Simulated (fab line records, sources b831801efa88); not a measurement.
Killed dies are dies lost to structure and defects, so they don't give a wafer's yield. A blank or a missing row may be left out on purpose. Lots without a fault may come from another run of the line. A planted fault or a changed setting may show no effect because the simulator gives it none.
Tool commonality check | flow gf180mcu | 12 lots, 36 wafers sampled

WHY IT WAS OPENED
At GF_V5_RS_MEAS_24 the reading V5_W_RS is flagged on 3 of 12 lots. Wafers without a fault read 0.323 ohm/sq, standard deviation 0.0047.
Rule: a lot is flagged when every wafer of it that has a number lies more than 4 standard deviations from that mean, or none has a number. The other lots count as sound.

lot  | measured     | on            | V5_W_RS (ohm/sq), wafer by wafer | flag
L278 | day 28 07:45 | film_metro-03 | 0.318 0.318 0.321                |
L279 | day 28 20:22 | film_metro-02 | 43.367 42.776 42.989             | FLAGGED
L280 | day 29 02:54 | film_metro-04 | 43.561 43.240 43.302             | FLAGGED
L281 | day 29 12:25 | film_metro-02 | 43.772 43.206 44.054             | FLAGGED
L284 | day 30 11:37 | film_metro-03 | 0.326 0.327 0.325                |
L289 | day 31 15:07 | film_metro-04 | 0.317 0.322 0.318                |
L290 | day 31 22:06 | film_metro-04 | 0.319 0.324 0.323                |
L291 | day 32 08:19 | film_metro-03 | 0.320 0.327 0.322                |
L292 | day 32 10:54 | film_metro-04 | 0.323 0.321 0.321                |
L297 | day 33 09:22 | film_metro-04 | 0.321 0.321 0.322                |
L298 | day 33 20:34 | film_metro-02 | 0.337 0.335 0.322                |
L299 | day 34 02:14 | film_metro-04 | 0.317 0.315 0.317                |
The numbers of the flagged lots are 43.363 ohm/sq on average: +43.040 ohm/sq against the usual, or +99 or more standard deviations.

WHICH TOOL RAN EACH LOT
The record holds 3 process steps before the reading, out of a route of 602 steps. In each cell: the tool, then ch and the chambers that the sampled wafers went through, then the start.
lot  | flag    | GF_V3_CMP_04                  | GF_M4_SPUTTER_02             | GF_V5_CVD_23
L278 |         | cmp-02 ch 0,1,2, day 22 12:29 | pvd_sputter-04, day 23 13:29 | cvd_w-01 ch 0, day 28 07:38
L279 | FLAGGED | cmp-01 ch 2,3, day 23 04:04   | pvd_sputter-04, day 24 05:14 | cvd_w-01 ch 0,1, day 28 20:16
L280 | FLAGGED | cmp-01 ch 2,3, day 23 10:29   | pvd_sputter-01, day 24 11:34 | cvd_w-02 ch 0,1, day 29 02:47
L281 | FLAGGED | cmp-01 ch 0,2,3, day 24 01:11 | pvd_sputter-04, day 25 01:02 | cvd_w-02 ch 0,1, day 29 12:19
L284 |         | cmp-01 ch 1,2, day 25 02:58   | pvd_sputter-04, day 26 02:19 | cvd_w-01 ch 0,1, day 30 11:30
L289 |         | cmp-02 ch 0,1,2, day 26 10:02 | pvd_sputter-04, day 27 09:18 | cvd_w-02 ch 0,1, day 31 15:00
L290 |         | cmp-01 ch 0,2,3, day 26 18:27 | pvd_sputter-04, day 27 17:26 | cvd_w-01 ch 0,1, day 31 21:59
L291 |         | cmp-01 ch 1,2,3, day 27 06:05 | pvd_sputter-04, day 28 03:14 | cvd_w-01 ch 0,1, day 32 08:11
L292 |         | cmp-01 ch 0,1,3, day 27 08:13 | pvd_sputter-03, day 28 06:35 | cvd_w-02 ch 0, day 32 10:40
L297 |         | cmp-02 ch 1,2,3, day 28 12:21 | pvd_sputter-01, day 29 09:13 | cvd_w-02 ch 0,1, day 33 09:16
L298 |         | cmp-02 ch 0,2,3, day 29 02:09 | pvd_sputter-04, day 29 23:15 | cvd_w-01 ch 0,1, day 33 20:28
L299 |         | cmp-01 ch 0,2, day 29 08:00   | pvd_sputter-01, day 30 05:07 | cvd_w-02 ch 0,1, day 34 02:06
What these steps do:
- GF_V3_CMP_04: polishes SiO2.
- GF_M4_SPUTTER_02: material AlCu, target thk 450 nm, time 23.9 s.
- GF_V5_CVD_23: deposits W, target thk 350 nm, time 104.9 s.
- GF_V5_RS_MEAS_24: measures by four-point-probe.

FLAGGED OVER TOTAL, TOOL BY TOOL (the gauges that took the reading come last)
step             | tool           | lots run | flagged | share of the flagged lots | sound lots run after its first flagged lot
GF_V3_CMP_04     | cmp-01         | 8        | 3       | all                       | 5 (L284,L290,L291,L292,L299)
GF_V3_CMP_04     | cmp-02         | 4        | 0       | none                      | -
GF_M4_SPUTTER_02 | pvd_sputter-01 | 3        | 1       | some                      | 2 (L297,L299)
GF_M4_SPUTTER_02 | pvd_sputter-03 | 1        | 0       | none                      | -
GF_M4_SPUTTER_02 | pvd_sputter-04 | 8        | 2       | some                      | 5 (L284,L289,L290,L291,L298)
GF_V5_CVD_23     | cvd_w-01       | 6        | 1       | some                      | 4 (L284,L290,L291,L298)
GF_V5_CVD_23     | cvd_w-02       | 6        | 2       | some                      | 4 (L289,L292,L297,L299)
GF_V5_RS_MEAS_24 | film_metro-02  | 3        | 2       | some                      | 1 (L298)
GF_V5_RS_MEAS_24 | film_metro-03  | 3        | 0       | none                      | -
GF_V5_RS_MEAS_24 | film_metro-04  | 6        | 1       | some                      | 5 (L289,L290,L292,L297,L299)

WHAT THE TABLE ALLOWS
1 row of the table ran every flagged lot: cmp-01 at GF_V3_CMP_04.
- cmp-01 at GF_V3_CMP_04: 3 of its 8 lots flagged. Sound lots ran on it after the first flagged one (L284, L290, L291, L292, L299), which a lasting fault on the whole tool wouldn't allow.
No row of the table ran every flagged lot and no sound lot after the first.

WHAT THE SIMULATOR HAD PUT IN
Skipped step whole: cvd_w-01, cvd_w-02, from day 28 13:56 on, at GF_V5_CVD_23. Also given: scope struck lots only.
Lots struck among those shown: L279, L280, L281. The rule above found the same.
